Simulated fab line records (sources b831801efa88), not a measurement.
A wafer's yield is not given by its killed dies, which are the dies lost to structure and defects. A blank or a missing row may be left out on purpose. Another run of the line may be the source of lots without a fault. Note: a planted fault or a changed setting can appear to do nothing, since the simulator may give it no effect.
Which of the tools did it? ; flow sky130 ; 11 lots, 33 wafers sampled, at 6 steps of a route of 708

== WHAT THE GAUGES READ, wafer by wafer ==
Not one reading of a measure or inspect step in the record can be checked against a usual standard deviation.

== WHAT TOOL EACH LOT RAN ON (gives the tool, then ch and the chambers of the sampled wafers, and finally the start) ==
lot;SKY_CONTACT_CVD_24;SKY_METAL1_SPUTTER_04;SKY_METAL1_DESCUM_17;SKY_METAL1_METAL_ETCH_19;SKY_METAL1_STRIP_20;SKY_PAD_OPEN_PROBE_99
L683;cvd w-01 ch 0,1, day 32 19:41;pvd sputter-02, day 32 20:22;rie metal-01 ch 0,1, day 33 22:29;rie metal-01 ch 0,1, day 33 22:35;plasma asher-03 ch 0,1, day 33 22:41;-
L685;cvd w-02 ch 0,1, day 32 21:23;pvd sputter-02, day 32 22:13;rie metal-04 ch 0,1, day 34 00:18;rie metal-04 ch 0,1, day 34 00:25;plasma asher-01 ch 0,1, day 34 00:31;-
L684;cvd w-01 ch 0,1, day 32 21:42;pvd sputter-01, day 32 22:23;rie metal-01 ch 0,1, day 34 00:38;rie metal-01 ch 0,1, day 34 00:44;plasma asher-04 ch 0,1, day 34 00:50;-
L690;cvd w-02 ch 0, day 34 05:11;pvd sputter-01, day 34 06:01;rie metal-03 ch 0,1, day 35 08:02;rie metal-03 ch 0,1, day 35 08:08;plasma asher-04 ch 0,1, day 35 08:13;-
L691;cvd w-01 ch 0,1, day 34 07:13;pvd sputter-02, day 34 07:54;rie metal-04 ch 0,1, day 35 10:14;rie metal-04 ch 0,1, day 35 10:20;plasma asher-03 ch 0,1, day 35 10:26;-
L692;cvd w-02 ch 0,1, day 34 14:16;pvd sputter-03, day 34 14:55;rie metal-01 ch 0,1, day 35 16:18;rie metal-01 ch 0,1, day 35 16:25;plasma asher-01 ch 0,1, day 35 16:31;-
L701;cvd w-01 ch 0,1, day 39 07:22;pvd sputter-02, day 39 08:03;rie metal-04 ch 0,1, day 40 08:32;rie metal-04 ch 0,1, day 40 08:38;plasma asher-03 ch 0,1, day 40 08:43;prober-02, day 51 12:37
L693;cvd w-01 ch 0,1, day 39 07:45;pvd sputter-02, day 39 08:26;rie metal-03 ch 0,1, day 40 09:50;rie metal-03 ch 0,1, day 40 09:56;plasma asher-01 ch 0, day 40 10:01;-
L699;cvd w-01 ch 0,1, day 39 08:26;pvd sputter-03, day 39 09:06;rie metal-01 ch 0,1, day 40 10:33;rie metal-01 ch 0,1, day 40 10:40;plasma asher-01 ch 0,1, day 40 10:46;prober-01, day 51 14:01
L702;cvd w-01 ch 0,1, day 39 10:33;pvd sputter-01, day 39 11:18;rie metal-04 ch 0,1, day 40 12:05;rie metal-04 ch 0,1, day 40 12:11;plasma asher-01 ch 1, day 40 12:17;-
L704;cvd w-01 ch 0,1, day 39 11:54;pvd sputter-01, day 39 12:39;rie metal-03 ch 0,1, day 40 13:17;rie metal-03 ch 0,1, day 40 13:23;plasma asher-03 ch 0,1, day 40 13:28;-
- SKY_CONTACT_CVD_24: deposits W, target thk 340 nm, time 102.12 s.
- SKY_METAL1_SPUTTER_04: material TiN, target thk 70 nm, time 58.3 s.
- SKY_METAL1_DESCUM_17: chemistry O2, time 8 s.
- SKY_METAL1_METAL_ETCH_19: etches the open film in Cl2/BCl3, stops on SiO2, target depth 360 nm, time 78 s.
- SKY_METAL1_STRIP_20: strips in O2/N2.
- SKY_PAD_OPEN_PROBE_99

== AS READ BY THE TOOLS THEMSELVES (means over the sampled wafers that have a number; for cases with no such wafer, the mark the record gives instead) ==
SKY_CONTACT_CVD_24.
lot;tool;heater power outer w (W);heater power w (W)
L683;cvd w-01;527;858
L685;cvd w-02;503;826
L684;cvd w-01;488;834
L690;cvd w-02;440;748
L691;cvd w-01;492;823
L692;cvd w-02;468;790
L701;cvd w-01;466;794
L693;cvd w-01;533;866
L699;cvd w-01;467;806
L702;cvd w-01;463;805
L704;cvd w-01;538;870

SKY_METAL1_SPUTTER_04.
lot;tool;throttle valve pct (%)
L683;pvd sputter-02;30.3
L685;pvd sputter-02;30.1
L684;pvd sputter-01;29.7
L690;pvd sputter-01;30.2
L691;pvd sputter-02;30.7
L692;pvd sputter-03;29.2
L701;pvd sputter-02;30.1
L693;pvd sputter-02;30.1
L699;pvd sputter-03;29.8
L702;pvd sputter-01;29.9
L704;pvd sputter-01;29.6

SKY_METAL1_DESCUM_17.
lot;tool;drypump motor current A (A);oes product au (a.u.)
L683;rie metal-01;6.1;0.999
L685;rie metal-04;5.6;0.999
L684;rie metal-01;5.9;0.996
L690;rie metal-03;5.9;0.985
L691;rie metal-04;5.6;1.004
L692;rie metal-01;6.1;1.003
L701;rie metal-04;5.7;0.997
L693;rie metal-03;5.9;0.997
L699;rie metal-01;5.9;1.008
L702;rie metal-04;5.7;0.991
L704;rie metal-03;6.0;0.982

SKY_METAL1_METAL_ETCH_19.
lot;tool;drypump motor current A (A);oes product au (a.u.);throttle valve pct (%)
L683;rie metal-01;6.1;0.854;22.271
L685;rie metal-04;5.7;0.851;22.260
L684;rie metal-01;5.9;0.853;22.267
L690;rie metal-03;5.9;0.855;22.267
L691;rie metal-04;5.6;0.851;22.261
L692;rie metal-01;6.1;0.850;22.270
L701;rie metal-04;5.6;0.852;22.268
L693;rie metal-03;5.9;0.849;22.264
L699;rie metal-01;6.0;0.850;22.273
L702;rie metal-04;5.7;0.854;22.259
L704;rie metal-03;6.0;0.855;22.259

SKY_METAL1_STRIP_20.
lot;tool;drypump motor current A (A);oes product au (a.u.);strip time to endpoint s (s)
L683;plasma asher-03;5.8;0.345;2.72
L685;plasma asher-01;5.5;0.342;2.71
L684;plasma asher-04;5.6;0.341;2.69
L690;plasma asher-04;5.7;0.351;2.75
L691;plasma asher-03;5.8;0.346;2.70
L692;plasma asher-01;5.6;0.343;2.71
L701;plasma asher-03;5.6;0.326;2.17
L693;plasma asher-01;4.7;0.341;2.68
L699;plasma asher-01;5.1;0.343;2.68
L702;plasma asher-01;5.9;0.317;2.13
L704;plasma asher-03;5.6;0.344;2.74

SKY_PAD_OPEN_PROBE_99.
lot;tool;defect limited yield (%);killed_at_M0_to_M3;killed_at_M4_up;killed at contacts;killed at front end;killed at other;killed dies;killed open;killed short;sort_bin_3_pad_short (%);sort_bin_5_function (%);sort_bin_6_memory (%);sort n pass;sort yield pct (%)
L701;prober-02;82.5;41;5.0;20;20;0.0;86;42;43;0.6;10.4;6.5;406;82.5
L699;prober-01;83.7;39;5.5;24;12;0.0;80;36;44;0.5;10.0;5.8;412;83.7

== THE ANSWER, worked out from the rows above alone ==
Rule: what is usual is taken from the lots themselves. Put in order of their means at a reading, lots are off if they are a third of the lots or fewer, leave a main group of 4 or more, and stand apart from it by a gap of 3 or more times the standard deviation of the main group's means; of several such gaps the widest counts. A main group whose means are all the same, to the digits that the tables above print for the reading, isn't used. A lot without any number at a reading at which 4 lots or more have one is off too. The other lots that the step has rows for count as sound. First the gauges in route order, then the tools' own readings, where a lot's mean is used as printed above. At the first step where some lot is off, the reading lying furthest off is the one used; lots without a number count as furthest.
Off at SKY_METAL1_STRIP_20 (strip time to endpoint s): L701, L702. Main group: mean 2.71 s, sd 0.023.
If a tool, at that step or one of the process steps before it, ran each lot that is off and ran no sound lot following the first of them, it fits. One candidate fits, namely rie metal-04 at SKY_METAL1_DESCUM_17 and SKY_METAL1_METAL_ETCH_19. At SKY_METAL1_DESCUM_17 its last sound lot is L691 (day 35 10:14), its first lot that is off L701 (day 40 08:32): a fault that began between those two fits.

== WHAT WAS PUT IN BY THE SIMULATOR ==
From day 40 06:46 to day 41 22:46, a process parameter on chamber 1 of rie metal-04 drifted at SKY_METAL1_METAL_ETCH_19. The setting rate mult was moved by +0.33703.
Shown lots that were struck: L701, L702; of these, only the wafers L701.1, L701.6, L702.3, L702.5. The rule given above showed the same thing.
